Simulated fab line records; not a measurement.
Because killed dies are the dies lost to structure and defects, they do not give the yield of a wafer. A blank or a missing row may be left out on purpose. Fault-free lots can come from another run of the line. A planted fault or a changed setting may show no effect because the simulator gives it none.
fab line records | flow sky130
record lots=7 wafers=21 last-day=50
route steps=708 shown METAL4@600 CAP2M@603
lots with no fault: from the same line, run without faults
start-h: hours from the record's first day to the start of the lot's first wafer shown | wait-h: hours since the lot's step before | " identical to the entry in the row above | L1.1+2: a single row standing in for several wafers | - value missing, or start not given | * or withheld: withheld | < > ~ a bound
route shown NAME@n: names a module that has steps shown in the file, with the first one's number in the route | usual: average and standard deviation across the fault-free wafers | same: alike in all rows | chamber/n: place in a boat | sites: the reading at each site | _std_site: standard deviation of those values | _edge_site: the outer-site mean with the inner-site mean subtracted | radius-mm: how far each site lies from the wafer's centre | mask NAME#n: copy n | behind: tool/chamber where the wafer was last shaped | hold: why the lot went on hold/how many hours it stayed there/how the hold came to an end | device: names the non-switching transistor (n, p or np) | end of line: at the end of the route, the tests of the same wafers | for a step that has no rows: nothing shown but its recipe | killed: count of dies lost to structure and defects at first sort (not the wafer's yield) | map: the dies of a wafer, with x for killed, . for not killed, _ for no die there
set.NAME: the setting that was run; set.NAME@STEP: the one run at that earlier step | model.NAME: the simulator's own value behind a step, which no gauge read
a table for each step, a row for each wafer; lots at some steps of the route
services: when a tool's chamber went out of use (start-h, in hours from the record's first day, below 0 if earlier), for how many hours, and the reason
## steps
# step SKY_METAL4_SPUTTER_02
# recipe material=AlCu target-thk-nm=735 power-w=10600 time-s=39.1 chamber-pressure-pa=0.4
# usual throttle-valve-pct=30.1/0.86
# columns lot.wafer tool chamber start-h wait-h throttle-valve-pct
L263.2 pvd-sputter-04 - 986.87 0.0 30.0
L263.3 " - " " 31.5
L263.5 " - " " 30.0
L264.2 pvd-sputter-03 - 990.75 0.0 29.4
L264.4 " - " " 30.7
L264.5 " - " " 29.4
L265.2 pvd-sputter-03 - 995.31 0.0 29.8
L265.3 " - " " 29.6
L265.5 " - " " 29.7
L267.1 pvd-sputter-04 - 999.85 0.0 30.1
L267.3 " - " " 31.7
L267.4 " - " " 31.6
L281.1 pvd-sputter-01 - 1077.50 0.0 29.0
L281.3 " - " " 30.1
L281.6 " - " " 30.0
L280.1 pvd-sputter-03 - 1078.61 0.0 29.5
L280.2 " - " " 29.3
L280.6 " - " " 29.5
L282.2 pvd-sputter-01 - 1083.06 0.0 28.0
L282.4 " - " " 31.0
L282.5 " - " " 28.1
# step SKY_METAL4_SPUTTER_03
# recipe material=Ti target-thk-nm=5 power-w=3000 time-s=3.3 chamber-pressure-pa=0.4
# usual throttle-valve-pct=30.1/0.82
# columns lot.wafer tool chamber start-h wait-h throttle-valve-pct
L263.2 pvd-sputter-04 - 986.91 0.0 30.0
L263.3 " - " " 31.2
L263.5 " - " " 30.1
L264.2 pvd-sputter-03 - 990.79 0.0 29.3
L264.4 " - " " 30.6
L264.5 " - " " 29.6
L265.2 pvd-sputter-03 - 995.35 0.0 30.4
L265.3 " - " " 29.7
L265.5 " - " " 29.5
L267.1 pvd-sputter-04 - 999.88 0.0 30.2
L267.3 " - " " 31.4
L267.4 " - " " 31.5
L281.1 pvd-sputter-01 - 1077.54 0.0 29.2
L281.3 " - " " 30.4
L281.6 " - " " 30.5
L280.1 pvd-sputter-03 - 1078.65 0.0 29.4
L280.2 " - " " 29.4
L280.6 " - " " 29.3
L282.2 pvd-sputter-01 - 1083.09 0.0 28.0
L282.4 " - " " 31.2
L282.5 " - " " 28.1
# step SKY_METAL4_SPUTTER_04
# recipe material=TiN target-thk-nm=70 power-w=6500 time-s=58.3 chamber-pressure-pa=0.4
# usual throttle-valve-pct=30.1/0.8
# columns lot.wafer tool chamber start-h wait-h throttle-valve-pct
L263.2 pvd-sputter-04 - 986.93 0.0 30.0
L263.3 " - " " 31.5
L263.5 " - " " 30.1
L264.2 pvd-sputter-03 - 990.81 0.0 29.5
L264.4 " - " " 30.8
L264.5 " - " " 29.4
L265.2 pvd-sputter-03 - 995.36 0.0 30.0
L265.3 " - " " 29.6
L265.5 " - " " 29.5
L267.1 pvd-sputter-04 - 999.90 0.0 30.0
L267.3 " - " " 31.4
L267.4 " - " " 31.5
L281.1 pvd-sputter-01 - 1077.56 0.0 29.3
L281.3 " - " " 30.4
L281.6 " - " " 30.6
L280.1 pvd-sputter-03 - 1078.67 0.0 29.2
L280.2 " - " " 29.3
L280.6 " - " " 29.5
L282.2 pvd-sputter-01 - 1083.11 0.0 28.2
L282.4 " - " " 30.7
L282.5 " - " " 28.3
# step SKY_CAP2M_CVD_00
# recipe material=SiO2 target-thk-nm=15.5 temp-c=400 time-s=withheld rf-w=450
# usual heater-power-w=718/76
# columns lot.wafer tool chamber start-h wait-h heater-power-w
L263.2 pecvd-04 2 986.98 0.0 670
L263.3 " 0 " " 808
L263.5 " 1 " " 721
L264.2 pecvd-04 2 990.86 0.0 610
L264.4 " 0 " " 719
L264.5 " 1 " " 621
L265.2 pecvd-02 2 995.41 0.0 708
L265.3 " 1 " " 820
L265.5 " 1 " " 836
L267.1 pecvd-02 2 999.95 0.0 601
L267.3 " 0 " " 709
L267.4 " 0 " " 713
L281.1 pecvd-03 1 1077.61 0.0 792
L281.3 " 0 " " 707
L281.6 " 0 " " 690
L280.1 pecvd-04 0 1078.71 0.0 848
L280.2 " 2 " " 655
L280.6 " 1 " " 618
L282.2 pecvd-02 2 1083.16 0.0 709
L282.4 " 0 " " 834
L282.5 " 2 " " 722
# step SKY_CAP2M_THK_MEAS_01
# recipe reads=SiO2_of_CAP2M_CVD_00
# usual CAP2M_CVD_00_THK=15.52/0.22
# columns lot.wafer tool chamber start-h wait-h CAP2M_CVD_00_THK[nm]
L263.2 film-metro-02 - 987.01 - 15.24
L263.3 " - " " 15.30
L263.5 " - " " 15.69
L264.2 film-metro-04 - 990.89 - 15.22
L264.4 " - " " 15.46
L264.5 " - " " 15.71
L265.2 film-metro-02 - 995.45 - 15.75
L265.3 " - " " 15.59
L265.5 " - " " 15.72
L267.1 film-metro-04 - 999.97 - 15.87
L267.3 " - " " 15.64
L267.4 " - " " 15.94
L281.1 film-metro-02 - 1077.63 - 15.36
L281.3 " - " " 15.41
L281.6 " - " " 15.84
L280.1 film-metro-01 - 1078.74 - 15.42
L280.2 " - " " 15.52
L280.6 " - " " 15.67
L282.2 film-metro-02 - 1083.19 - 15.26
L282.4 " - " " 15.65
L282.5 " - " " 15.59
# step SKY_CAP2M_SPUTTER_02
# recipe material=TiN target-thk-nm=200 temp-c=300 power-w=6500 time-s=166.7 chamber-pressure-pa=0.4
# usual throttle-valve-pct=29.9/0.9
# columns lot.wafer tool chamber start-h wait-h throttle-valve-pct
L263.2 pvd-sputter-02 - 987.06 0.0 29.4
L263.3 " - " " 28.9
L263.5 " - " " 31.1
L264.2 pvd-sputter-02 - 990.94 0.0 29.4
L264.4 " - " " 29.8
L264.5 " - " " 31.1
L265.2 pvd-sputter-02 - 995.50 0.0 29.1
L265.3 " - " " 29.7
L265.5 " - " " 29.6
L267.1 pvd-sputter-02 - 1000.03 0.1 28.6
L267.3 " - " " 30.1
L267.4 " - " " 29.7
L281.1 pvd-sputter-04 - 1077.69 0.1 29.7
L281.3 " - " " 30.2
L281.6 " - " " 31.4
L280.1 pvd-sputter-04 - 1078.80 0.1 29.8
L280.2 " - " " 31.7
L280.6 " - " " 29.8
L282.2 pvd-sputter-04 - 1083.24 0.0 29.9
L282.4 " - " " 31.8
L282.5 " - " " 31.6
# step SKY_CAP2M_RS_MEAS_03
# recipe thk-meas-gauge=four-point-probe reads=TiN_of_CAP2M_SPUTTER_02
# usual CAP2M_TIN_RS=6.89/0.082
# columns lot.wafer tool chamber start-h wait-h CAP2M_TIN_RS[ohm/sq]
L263.2 film-metro-01 - 987.19 0.1 6.77
L263.3 " - " " 6.91
L263.5 " - " " 6.86
L264.2 film-metro-01 - 991.11 0.1 6.92
L264.4 " - " " 7.01
L264.5 " - " " 6.96
L265.2 film-metro-01 - 995.63 0.1 6.97
L265.3 " - " " 6.85
L265.5 " - " " 6.92
L267.1 film-metro-01 - 1000.14 0.1 6.94
L267.3 " - " " 6.87
L267.4 " - " " 6.84
L281.1 film-metro-02 - 1077.80 0.1 6.83
L281.3 " - " " 6.81
L281.6 " - " " 6.81
L280.1 film-metro-04 - 1078.91 0.1 6.80
L280.2 " - " " 6.90
L280.6 " - " " 6.81
L282.2 film-metro-04 - 1083.37 0.1 6.84
L282.4 " - " " 6.84
L282.5 " - " " 6.93
# step SKY_CAP2M_THK_MEAS_04
# recipe thk-meas-gauge=xrf reads=TiN_of_CAP2M_SPUTTER_02
# usual CAP2M_TIN_THK=199.5/2.3
# columns lot.wafer tool chamber start-h wait-h CAP2M_TIN_THK[nm]
L263.2 film-metro-01 - 987.30 0.1 202.9
L263.3 " - " " 198.6
L263.5 " - " " 201.1
L264.2 film-metro-01 - 991.22 0.1 199.4
L264.4 " - " " 196.1
L264.5 " - " " 197.0
L265.2 film-metro-01 - 995.74 0.1 198.1
L265.3 " - " " 200.5
L265.5 " - " " 199.2
L267.1 film-metro-01 - 1000.26 0.1 197.9
L267.3 " - " " 199.9
L267.4 " - " " 201.2
L281.1 film-metro-02 - 1077.92 0.1 200.6
L281.3 " - " " 201.0
L281.6 " - " " 199.1
L280.1 film-metro-04 - 1079.03 0.1 201.0
L280.2 " - " " 198.8
L280.6 " - " " 200.6
L282.2 film-metro-04 - 1083.48 0.1 200.7
L282.4 " - " " 200.3
L282.5 " - " " 198.5
# step SKY_CAP2M_DEHYDRATE_05
# recipe temp-c=200 time-s=60
# step SKY_CAP2M_HMDS_06
# recipe prime-time-s=60 prime-temp-c=120
# step SKY_CAP2M_COAT_07
# recipe resist=NOVOLAK spin-rpm=3000 resist-thk-nm=1140
# step SKY_CAP2M_SOFTBAKE_08
# recipe temp-c=90 time-s=60 resist=NOVOLAK
# step SKY_CAP2M_EXPOSE_09
# recipe mask-id=CAP2M na=0.6 source-shape=conventional sigma-outer=0.6 polarization=unpolarized target-cd-nm=1000 dose-mj=159
# usual exposure-dose-mJ-cm2=159.01/0.17 focus-offset-nm=0.1/0.5
# columns lot.wafer tool chamber start-h wait-h mask exposure-dose-mJ-cm2 focus-offset-nm
L263.2 iline-stepper-01 0 998.75 - CAP2M#0 158.76 0.4
L263.3 " 0 " " CAP2M#0 158.77 0.2
L263.5 " 0 " " CAP2M#0 159.01 0.2
L264.2 iline-stepper-01 - 1002.10 - CAP2M#0 - -
L264.4 " - " " CAP2M#0 - -
L264.5 " - " " CAP2M#0 - -
L265.2 iline-stepper-01 - 1006.20 - CAP2M#0 - -
L265.3 " - " " CAP2M#0 - -
L265.5 " - " " CAP2M#0 - -
L267.1 iline-stepper-02 - 1011.61 - CAP2M#0 - -
L267.3 " - " " CAP2M#0 - -
L267.4 " - " " CAP2M#0 - -
L281.1 iline-stepper-02 0 1087.68 - CAP2M#0 159.16 0.3
L281.3 " 0 " " CAP2M#0 159.25 0.9
L281.6 " 0 " " CAP2M#0 159.35 0.7
L280.1 iline-stepper-02 0 1089.04 - CAP2M#0 159.13 -0.2
L280.2 " 0 " " CAP2M#0 158.73 -0.2
L280.6 " 0 " " CAP2M#0 158.88 0.1
L282.2 iline-stepper-02 0 1093.48 - CAP2M#0 158.66 -0.1
L282.4 " 0 " " CAP2M#0 158.80 -0.1
L282.5 " 0 " " CAP2M#0 158.93 0.4
# step SKY_CAP2M_PEB_10
# recipe temp-c=withheld time-s=* resist=NOVOLAK
## services
# columns tool chamber start-h hours kind
pecvd-04 - 965.90 11.4 repair
pecvd-02 0 971.62 2.1 scheduled-down
pecvd-03 1 975.95 2.1 scheduled-down
iline-stepper-01 - 978.58 1.7 pm
pvd-sputter-01 - 978.72 24.4 repair
pvd-sputter-04 - 990.78 3.9 repair
pecvd-03 1 999.38 - clean
pecvd-03 1 999.38 - consumable-replace:showerhead
pecvd-03 1 999.38 29.0 scheduled-down
pecvd-03 1 999.38 29.0 vent-cycle
pecvd-02 1 1021.54 43.2 repair
iline-stepper-02 - 1022.76 2.1 pm
iline-stepper-02 - 1024.84 - consumable-replace:lamp
pecvd-02 0 1040.86 - calibration
pecvd-03 2 1063.20 2.1 scheduled-down
iline-stepper-01 0 1076.44 - calibration
iline-stepper-02 - 1083.11 4.4 pm
pvd-sputter-04 - 1090.54 0.6 repair
## key
first-sign step=SKY_CAP2M_EXPOSE_09 reading=tool-record direction=missing
effect none on later readings
met-at SKY_CAP2M_EXPOSE_09
struck-wafers L264.2,L264.4,L264.5,L265.2,L265.3,L265.5,L267.1,L267.3,L267.4
later-rows-left-out L264.2,L264.4,L264.5,L265.2,L265.3,L265.5,L267.1,L267.3,L267.4
sort-left-out L264.2,L264.4,L264.5,L265.2,L265.3,L265.5,L267.1,L267.3,L267.4
onset-between 998.75 1002.10
fault kind=skipped-step-whole tool=iline-stepper-01,iline-stepper-02 chamber=- onset-h=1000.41 steps=SKY_CAP2M_EXPOSE_09 scope=struck-lots-only
# sort-left-out: the simulated sort isn't trusted on such a fault, so these wafers' sort isn't shown, and their yield isn't known
# later-rows-left-out: the simulator's readings of these wafers behind a module that went badly wrong aren't trusted and aren't shown, but for the sort
